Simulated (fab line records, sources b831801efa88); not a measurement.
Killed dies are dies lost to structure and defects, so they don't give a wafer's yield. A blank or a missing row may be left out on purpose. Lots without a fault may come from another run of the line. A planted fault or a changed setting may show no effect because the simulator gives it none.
fab line records | flow sky130 | part 2 of 2: steps 32 to 42 of 42
record lots=5 wafers=15 last_day=50
route steps=708 shown LDD_N@241 LDD_P@255 LDD_HVN@267 LDD_HVP@278
lots that met no fault: from a run of the same line without faults
start_h: hours from the record's first day to the start of the lot's first wafer shown | wait_h: hours since the lot's step before | " the same as in the row above | L1.1+2: a row that stands for several wafers | - no value, or no start given | * or withheld: withheld | < > ~ a bound
route shown NAME@n: a module of which the file shows steps, and the number in the route of the first | usual: mean/standard deviation of fault-free wafers | same: alike in all rows | chamber/n: place in a boat | sites: the reading at each site | _std_site: their standard deviation | _edge_site: outer sites' mean less inner sites' | radius_mm: how far each site lies from the wafer's centre | mask NAME#n: copy n | behind: the tool/chamber that last shaped the wafer | hold: why the lot was held/for how many hours/how that ended | device: the transistor (n, p or np) that didn't switch | end of line: the same wafers' tests at the end of the route | a step without rows: its recipe alone | killed: dies lost to structure and defects at the first sort, not the wafer's yield | map: a wafer's dies, x killed, . not, _ none there
set.NAME: the setting as run; set.NAME@STEP: as run at that earlier step | model.NAME: the simulator's own value behind a step, which no gauge read
lots at some steps of the route; a table a step, a row a wafer
services: from which hour (start_h, from the record's first day; less than 0 if before it) a tool's chamber was out of use, for how many hours, and why
## steps
# step SKY_LDD_HVN_PEB_05
# recipe temp_c=withheld time_s=* resist=NOVOLAK
# usual exhaust_pa=45.2/0.83
# columns lot.wafer tool chamber start_h wait_h exhaust_pa
L075.1 litho_track-04 0 - - 46.0
L075.4 " 0 " " 44.8
L075.6 " 0 " " 45.1
L079.1 litho_track-01 0 - - 44.7
L079.4 " 0 " " 43.2
L079.5 " 0 " " 43.9
L086.3 litho_track-03 0 - - 44.8
L086.4 " 0 " " 44.6
L086.5 " 0 " " 43.9
L089.2 litho_track-04 0 - - 45.2
L089.4 " 0 " " 44.7
L089.6 " 0 " " 44.9
L097.1 litho_track-03 0 - - 44.2
L097.2 " 0 " " 45.1
L097.4 " 0 " " 45.1
# step SKY_LDD_HVN_DEVELOP_06
# recipe resist=NOVOLAK developer=TMAH develop_time_s=60 dev_temp_c=23
# usual exhaust_pa=45.0/0.88
# columns lot.wafer tool chamber start_h wait_h exhaust_pa
L075.1 litho_track-04 0 464.84 0.1 44.9
L075.4 " 0 " " 44.9
L075.6 " 0 " " 45.0
L079.1 litho_track-01 0 502.80 0.1 46.0
L079.4 " 0 " " 45.4
L079.5 " 0 " " 45.0
L086.3 litho_track-03 0 583.18 0.1 45.1
L086.4 " 0 " " 44.7
L086.5 " 0 " " 44.0
L089.2 litho_track-04 0 609.96 0.1 42.2
L089.4 " 0 " " 43.4
L089.6 " 0 " " 43.2
L097.1 litho_track-03 0 659.38 0.1 46.0
L097.2 " 0 " " 45.6
L097.4 " 0 " " 45.5
# step SKY_LDD_HVN_OVL_MEAS_07
# usual LDD_HVN_OVL=-1.4/1.4
# columns lot.wafer tool chamber start_h wait_h LDD_HVN_OVL[nm]
L075.1 overlay-01 - 464.99 0.1 -1.4
L075.4 " - " " -0.5
L075.6 " - " " -4.4
L079.1 overlay-01 - 502.95 0.1 -1.2
L079.4 " - " " -1.3
L079.5 " - " " -0.1
L086.3 overlay-02 - 583.29 0.1 -3.6
L086.4 " - " " -2.5
L086.5 " - " " -2.2
L089.2 overlay-01 - 610.09 0.1 -1.5
L089.4 " - " " -1.9
L089.6 " - " " -1.2
L097.1 overlay-02 - 659.53 0.1 -0.5
L097.2 " - " " -0.7
L097.4 " - " " -1.7
# step SKY_LDD_HVN_IMPLANT_08
# recipe species=P energy_kev=60 dose_cm2=3e+13 tilt_deg=40
# columns lot.wafer tool chamber start_h wait_h
L075.1+4+6 implanter-01 0 465.03 0.0
L079.1+4+5 implanter-01 0 502.98 0.0
L086.3+4+5 implanter-02 0 583.36 0.1
L089.2+4+6 implanter-03 0 610.15 0.0
L097.1+2+4 implanter-01 0 659.56 0.0
# step SKY_LDD_HVN_STRIP_09
# recipe chemistry=O2/N2 power_w=1400 pressure_mtorr=1500 platen_temp_c=withheld o2_flow_sccm=3000 n2_flow_sccm=300 overash_fraction=0.5
# usual drypump_motor_current_A=5.5/0.36 oes_product_au=0.408/0.0047 strip_time_to_endpoint_s=4.127/0.014
# columns lot.wafer tool chamber start_h wait_h drypump_motor_current_A oes_product_au rf_hours_counter_h strip_time_to_endpoint_s
L075.1 plasma_asher-04 0 465.18 0.1 5.3 0.411 66 4.124
L075.4 " 1 " " 5.0 0.404 - 4.148
L075.6 " 0 " " 5.3 0.402 - 4.132
L079.1 plasma_asher-03 1 503.13 0.1 5.9 0.410 9 4.144
L079.4 " 0 " " 6.0 0.408 - 4.122
L079.5 " 1 " " 5.9 0.400 - 4.123
L086.3 plasma_asher-03 1 583.49 0.1 5.9 0.408 - 4.138
L086.4 " 0 " " 6.0 0.408 - 4.131
L086.5 " 0 " " 6.0 0.405 - 4.149
L089.2 plasma_asher-03 1 610.27 0.1 5.9 0.408 20 4.124
L089.4 " 0 " " 6.0 0.411 - 4.127
L089.6 " 1 " " 5.9 0.406 - 4.128
L097.1 plasma_asher-02 0 659.71 0.1 5.6 0.409 87 4.115
L097.2 " 1 " " 5.5 0.406 87 4.143
L097.4 " 1 " " 5.5 0.411 - 4.118
# step SKY_LDD_HVN_TW_MEAS_10
# usual LDD_HVN_TW=1439/14
# columns lot.wafer tool chamber start_h wait_h LDD_HVN_TW
L075.1 film_metro-04 - 465.28 0.1 1448
L075.4 " - " " 1445
L075.6 " - " " 1446
L079.1 film_metro-02 - 503.23 0.1 1441
L079.4 " - " " 1431
L079.5 " - " " 1444
L086.3 film_metro-04 - 583.58 0.1 1450
L086.4 " - " " 1449
L086.5 " - " " 1446
L089.2 film_metro-04 - 610.38 0.1 1451
L089.4 " - " " 1446
L089.6 " - " " 1451
L097.1 film_metro-01 - 659.81 0.1 1424
L097.2 " - " " 1420
L097.4 " - " " 1422
# step SKY_LDD_HVP_DEHYDRATE_00
# recipe temp_c=200 time_s=60
# usual exhaust_pa=44.8/0.83
# columns lot.wafer tool chamber start_h wait_h exhaust_pa
L075.1 litho_track-02 0 480.34 15.1 45.1
L075.4 " 0 " " 45.7
L075.6 " 0 " " 44.2
L079.1 litho_track-03 0 518.03 14.8 45.1
L079.4 " 0 " " 45.4
L079.5 " 0 " " 45.1
L086.3 litho_track-01 0 597.55 14.0 44.9
L086.4 " 0 " " 44.1
L086.5 " 0 " " 44.8
L089.2 litho_track-02 0 624.16 13.8 45.5
L089.4 " 0 " " 45.3
L089.6 " 0 " " 44.8
L097.1 litho_track-03 0 673.18 13.4 45.3
L097.2 " 0 " " 46.7
L097.4 " 0 " " 45.1
# step SKY_LDD_HVP_HMDS_01
# recipe prime_time_s=60 prime_temp_c=120
# usual exhaust_pa=45.0/0.9
# columns lot.wafer tool chamber start_h wait_h exhaust_pa
L075.1 litho_track-02 0 480.49 0.1 45.5
L075.4 " 0 " " 46.4
L075.6 " 0 " " 45.6
L079.1 litho_track-03 0 518.18 0.1 44.5
L079.4 " 0 " " 43.8
L079.5 " 0 " " 44.5
L086.3 litho_track-01 0 597.70 0.1 44.9
L086.4 " 0 " " 44.4
L086.5 " 0 " " 45.6
L089.2 litho_track-02 0 624.31 0.1 44.6
L089.4 " 0 " " 45.2
L089.6 " 0 " " 45.5
L097.1 litho_track-03 0 673.33 0.1 45.0
L097.2 " 0 " " 44.1
L097.4 " 0 " " 43.4
# step SKY_LDD_HVP_COAT_02
# recipe resist=NOVOLAK spin_rpm=3000 resist_thk_nm=300
# usual exhaust_pa=45.2/1
# columns lot.wafer tool chamber start_h wait_h exhaust_pa
L075.1 litho_track-02 0 480.64 0.1 43.2
L075.4 " 0 " " 43.6
L075.6 " 0 " " 41.7
L079.1 litho_track-03 0 518.33 0.1 46.5
L079.4 " 0 " " 46.4
L079.5 " 0 " " 45.2
L086.3 litho_track-01 0 597.85 0.1 44.7
L086.4 " 0 " " 44.9
L086.5 " 0 " " 44.9
L089.2 litho_track-02 0 624.46 0.1 45.0
L089.4 " 0 " " 45.5
L089.6 " 0 " " 44.9
L097.1 litho_track-03 0 673.48 0.1 43.9
L097.2 " 0 " " 43.5
L097.4 " 0 " " 44.3
# step SKY_LDD_HVP_SOFTBAKE_03
# recipe temp_c=90 time_s=60 resist=NOVOLAK
# usual exhaust_pa=44.8/0.89
# columns lot.wafer tool chamber start_h wait_h exhaust_pa
L075.1 litho_track-02 0 480.79 0.1 44.5
L075.4 " 0 " " 43.1
L075.6 " 0 " " 42.7
L079.1 litho_track-03 0 518.48 0.1 43.5
L079.4 " 0 " " 44.8
L079.5 " 0 " " 44.5
L086.3 litho_track-01 0 598.00 0.1 46.1
L086.4 " 0 " " 45.9
L086.5 " 0 " " 45.4
L089.2 litho_track-02 0 624.61 0.1 44.4
L089.4 " 0 " " 44.3
L089.6 " 0 " " 45.1
L097.1 litho_track-03 0 673.63 0.1 45.1
L097.2 " 0 " " 44.0
L097.4 " 0 " " 46.0
# step SKY_LDD_HVP_EXPOSE_04
# recipe mask_id=HVPTM na=0.6 source_shape=conventional sigma_outer=0.6 polarization=unpolarized target_cd_nm=700 dose_mj=86
# same na=0.6
# columns lot.wafer tool chamber start_h wait_h mask
L075.1+4+6 iline_stepper-02 0 - - HVPTM#0
L079.1+4+5 iline_stepper-02 0 - - HVPTM#0
L086.3+4+5 iline_stepper-01 0 - - HVPTM#0
L089.2+4+6 iline_stepper-02 0 - - HVPTM#0
L097.1+2+4 iline_stepper-02 0 - - HVPTM#0
## services
# columns tool chamber start_h hours kind
implanter-04 - 403.83 2.5 pm
plasma_asher-03 - 421.25 9.0 pm
implanter-03 - 424.93 2.9 pm
plasma_asher-03 - 433.32 0.5 repair
plasma_asher-02 - 434.97 38.2 repair
implanter-03 - 444.35 1.0 repair
iline_stepper-02 - 448.66 1.7 pm
implanter-04 - 450.63 3.4 repair
implanter-03 - 458.56 2.6 repair
plasma_asher-02 - 473.15 14.6 pm
implanter-03 - 507.63 20.6 repair
iline_stepper-01 - 517.22 1.7 pm
implanter-01 - 527.28 5.3 repair
implanter-02 - 534.07 2.2 repair
plasma_asher-02 - 561.19 24.3 repair
plasma_asher-02 - 561.22 2.3 repair
implanter-01 - 575.99 1.4 repair
implanter-04 - 576.89 0.8 repair
implanter-03 - 601.57 1.4 repair
iline_stepper-02 - 630.37 4.4 pm
iline_stepper-02 - 644.96 6.5 repair
implanter-03 - 657.20 2.5 repair
implanter-01 - 661.42 4.7 pm
iline_stepper-02 - 666.84 1.7 pm
